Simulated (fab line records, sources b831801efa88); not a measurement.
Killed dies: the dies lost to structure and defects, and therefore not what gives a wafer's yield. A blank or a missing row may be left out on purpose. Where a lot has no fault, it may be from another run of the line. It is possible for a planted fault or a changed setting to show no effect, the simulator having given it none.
Which tool was responsible? | flow sky130 | Sampling: 11 lots, 33 wafers, 6 of 708 route steps

== WHAT EACH GAUGE READ, for each wafer ==
SKY_VT_ADJUST_HVTP_OVL_MEAS_08. Usual: for VT_ADJUST_HVTP_OVL the level is 2.1 nm and the standard deviation is 1.4.
lot  | measured     | on         | VT_ADJUST_HVTP_OVL (nm) | flag
L337 | day 6 00:05  | overlay-02 | 2.5 2.1 1.6             | 
L339 | day 6 15:50  | overlay-01 | 0.4 -0.5 1.7            | 
L342 | day 7 08:34  | overlay-01 | 0.8 -0.2 0.8            | 
L344 | day 7 20:06  | overlay-02 | 2.1 4.5 2.5             | 
L349 | day 9 04:33  | overlay-02 | -0.4 2.2 -1.3           | 
L351 | day 9 14:55  | overlay-01 | 2.3 1.2 -0.3            | 
L352 | day 10 05:25 | overlay-02 | 0.9 1.1 0.6             | 
L353 | day 10 14:58 | overlay-01 | 1.6 2.6 1.2             | 
L354 | day 10 15:37 | overlay-01 | -0.5 0.5 2.4            | 
L360 | day 12 18:50 | overlay-01 | 2.6 0.0 1.2             | 
L359 | day 12 19:09 | overlay-01 | 2.2 3.5 2.1             | 

SKY_SONOS_ONO_THK_MEAS_03. Usual: for SONOS_ONO_CVD_02_THK the level is 10.48 nm and the standard deviation is 0.11.
lot  | measured     | on           | SONOS_ONO_CVD_02_THK (nm) | flag
L337 | day 11 07:20 | filmMetro-04 | 10.42 10.50 10.39         | 
L339 | day 12 03:41 | filmMetro-02 | 10.39 10.44 10.38         | 
L342 | day 13 04:03 | filmMetro-03 | 10.51 10.39 10.59         | 
L344 | day 13 18:52 | filmMetro-03 | 10.51 10.35 10.26         | 
L349 | day 15 09:19 | filmMetro-04 | 10.49 10.33 10.46         | 
L351 | day 15 22:46 | filmMetro-03 | 10.56 10.54 10.63         | 
L352 | day 16 19:43 | filmMetro-02 | 10.56 10.60 10.56         | 
L353 | day 17 05:53 | filmMetro-03 | 10.58 10.45 10.51         | 
L354 | day 17 06:56 | filmMetro-02 | 10.44 10.51 10.42         | 
L360 | day 19 23:25 | filmMetro-04 | 10.50 10.32 10.49         | 
L359 | day 20 03:11 | filmMetro-02 | 10.44 10.49 10.49         | 

SKY_POLY_GATE_THK_MEAS_01. Usual: for POLY_GATE_CVD_00_THK the level is 178.6 nm and the standard deviation is 1.8.
lot  | measured     | on           | POLY_GATE_CVD_00_THK (nm) | flag
L337 | day 13 16:40 | filmMetro-04 | 175.3 174.7 175.3         | 
L339 | day 14 12:43 | filmMetro-01 | 178.1 178.1 178.8         | 
L342 | day 15 19:05 | filmMetro-04 | 177.1 177.7 179.2         | 
L344 | day 16 09:46 | filmMetro-04 | 175.5 176.4 176.8         | 
L349 | day 17 23:55 | filmMetro-02 | 179.8 178.2 178.6         | 
L351 | day 18 16:05 | filmMetro-01 | 177.0 178.9 178.1         | 
L352 | day 19 16:01 | filmMetro-04 | 119.9 117.2 116.5         | OFF
L353 | day 20 03:26 | filmMetro-04 | 117.7 118.5 118.2         | OFF
L354 | day 20 05:14 | filmMetro-01 | 121.8 122.5 121.9         | OFF
L360 | day 22 20:01 | filmMetro-01 | 178.4 179.5 179.8         | 
L359 | day 23 00:04 | filmMetro-02 | 181.3 181.2 183.7         | 

SKY_LDD_N_OVL_MEAS_07. Usual: for LDD_N_OVL the level is 0.5 nm and the standard deviation is 1.4.
lot  | measured     | on         | LDD_N_OVL (nm) | flag
L337 | day 17 06:08 | overlay-01 | 1.8 2.3 2.0    | 
L339 | day 18 05:28 | overlay-02 | 0.1 0.6 -0.3   | 
L342 | day 19 18:24 | overlay-02 | -0.6 -0.6 0.2  | 
L344 | day 20 08:29 | overlay-01 | 1.2 0.2 0.5    | 
L349 | day 22 00:20 | overlay-02 | 1.8 2.7 1.8    | 
L351 | day 22 17:31 | overlay-02 | 3.1 1.1 1.7    | 
L352 | day 23 16:25 | overlay-01 | -1.4 -2.8 -0.2 | 
L353 | day 24 02:32 | overlay-01 | -1.3 -2.2 -3.4 | 
L354 | day 24 07:34 | overlay-01 | -0.2 -1.3 0.6  | 
L360 | day 26 16:04 | overlay-02 | 2.4 0.8 1.4    | 
L359 | day 27 22:55 | overlay-01 | -1.8 -1.5 1.2  | 

== EACH LOT AND THE TOOL THAT RAN IT (in order: tool; ch and the chambers of the sampled wafers; start) ==
lot  | SKY_POLY_GATE_CVD_00        | SKY_POLY_GATE_ETCH_17
L337 | lpcvd-01 ch 1, day 13 15:27 | rieSi-02 ch 1,3, day 15 23:04
L339 | lpcvd-01 ch 1, day 14 11:31 | rieSi-02 ch 0,1,2, day 16 22:15
L342 | lpcvd-01 ch 1, day 15 17:52 | rieSi-02 ch 1,2, day 18 08:24
L344 | lpcvd-01 ch 0, day 16 08:32 | rieSi-02 ch 0,1,2, day 18 23:19
L349 | lpcvd-01 ch 1, day 17 22:43 | rieSi-02 ch 1,3, day 20 14:30
L351 | lpcvd-01 ch 0, day 18 14:53 | rieSi-01 ch 1,2, day 21 09:00
L352 | lpcvd-01 ch 1, day 19 14:49 | rieSi-02 ch 1,2,3, day 22 07:48
L353 | lpcvd-01 ch 1, day 20 01:38 | rieSi-02 ch 1,2,3, day 22 19:06
L354 | lpcvd-01 ch 1, day 20 03:26 | rieSi-02 ch 0,3, day 22 22:39
L360 | lpcvd-01 ch 0, day 22 18:13 | rieSi-01 ch 0,1,3, day 25 09:30
L359 | lpcvd-01 ch 0, day 22 22:16 | rieSi-02 ch 1,2, day 26 17:03
- SKY_POLY_GATE_CVD_00: deposits poly-Si, target thk 180 nm, time 720 s.
- SKY_POLY_GATE_ETCH_17: etches poly-Si in HBr/Cl2, stops on SiO2, target depth 180 nm, time 70.5 s.

== AS READ BY THE TOOLS THEMSELVES (means over the sampled wafers that have a number; for cases with no such wafer, the mark the record gives instead) ==
SKY_POLY_GATE_CVD_00. Usual: value, then standard deviation, for each; spikeTcBottomC 642.0 C / 2; spikeTcCentreC 620.5 C / 0.94; spikeTcLowerC 620.3 C / 1.1; spikeTcTopC 639.4 C / 1.1; spikeTcUpperC 621.0 C / 1.6; susceptorTempC 620.03 C / 0.29; zonePowerUpperPct 8.55 % / 0.14.
lot  | tool     | spikeTcBottomC (C) | spikeTcCentreC (C) | spikeTcLowerC (C) | spikeTcTopC (C) | spikeTcUpperC (C) | susceptorTempC (C) | zonePowerUpperPct (%) | flag
L337 | lpcvd-01 | 642.6              | 620.4              | 619.7             | 639.1           | 623.1             | 620.15             | 8.53                  | 
L339 | lpcvd-01 | 643.2              | 620.9              | 619.9             | 637.8           | 622.5             | 620.27             | 8.35                  | 
L342 | lpcvd-01 | 643.9              | 620.2              | 620.2             | 638.4           | 621.9             | 620.49             | 8.45                  | 
L344 | lpcvd-01 | 641.0              | 621.0              | 621.3             | 640.3           | 620.6             | 620.22             | 8.68                  | 
L349 | lpcvd-01 | 643.5              | 621.5              | 619.8             | 639.5           | 622.1             | 620.03             | 8.46                  | 
L351 | lpcvd-01 | 641.1              | 621.1              | 620.6             | 640.5           | 620.1             | 619.99             | 8.73                  | 
L352 | lpcvd-01 | 628.5              | 603.5              | 602.7             | 622.7           | 606.0             | 603.87             | 8.03                  | OFF
L353 | lpcvd-01 | 626.7              | 603.2              | 604.3             | 621.7           | 607.0             | 603.93             | 8.03                  | OFF
L354 | lpcvd-01 | 627.7              | 603.6              | 602.9             | 622.3           | 606.4             | 603.44             | 8.04                  | OFF
L360 | lpcvd-01 | 641.6              | 621.0              | 620.5             | 639.8           | 619.8             | 620.06             | 8.66                  | 
L359 | lpcvd-01 | 640.5              | 621.1              | 620.2             | 640.3           | 619.4             | 620.30             | 8.71                  | 

SKY_POLY_GATE_ETCH_17. Usual: drypumpMotorCurrentA 6.0 A, standard deviation 0.39; oesProductAu 0.984 a.u., standard deviation 0.0072; throttleValvePct 33.685 %, standard deviation 0.0088.
lot  | tool     | drypumpMotorCurrentA (A) | oesProductAu (a.u.) | throttleValvePct (%) | flag
L337 | rieSi-02 | 6.2                      | 0.971               | 33.694               | 
L339 | rieSi-02 | 6.1                      | 0.981               | 33.682               | 
L342 | rieSi-02 | 6.5                      | 0.982               | 33.686               | 
L344 | rieSi-02 | 6.1                      | 0.980               | 33.687               | 
L349 | rieSi-02 | 6.4                      | 0.984               | 33.684               | 
L351 | rieSi-01 | 5.9                      | 0.981               | 33.682               | 
L352 | rieSi-02 | 6.2                      | 0.745               | 33.687               | OFF
L353 | rieSi-02 | 6.2                      | 0.746               | 33.681               | OFF
L354 | rieSi-02 | 5.8                      | 0.765               | 33.685               | OFF
L360 | rieSi-01 | 5.9                      | 0.977               | 33.678               | 
L359 | rieSi-02 | 6.5                      | 0.996               | 33.683               | 

== THE ANSWER, worked out from the rows above alone ==
Rule: a lot counts as off when the mean over its wafers that have a number is more than 3 standard deviations away from the usual mean. A lot without any number at a reading at which 4 lots or more have one is off too. Any other lot the step has rows for is counted as sound. First the gauges in route order, then the tools' own readings, where a lot's mean is used as printed above. The first step at which some lot is off is used, and at that step the reading that is off furthest; a lot without a number counts as furthest.
Off: L352, L353, L354, at SKY_POLY_GATE_THK_MEAS_01 (POLY_GATE_CVD_00_THK).
A tool fits if, at a process step before that reading, it ran every lot that is off, and no sound lot after the first of them. Not tried: the gauges at SKY_POLY_GATE_THK_MEAS_01; whatever is off there is also off at SKY_POLY_GATE_CVD_00, on other tools, and gauge error can't account for it. None of those tried fits.

== WHAT THE SIMULATOR HAD PUT IN ==
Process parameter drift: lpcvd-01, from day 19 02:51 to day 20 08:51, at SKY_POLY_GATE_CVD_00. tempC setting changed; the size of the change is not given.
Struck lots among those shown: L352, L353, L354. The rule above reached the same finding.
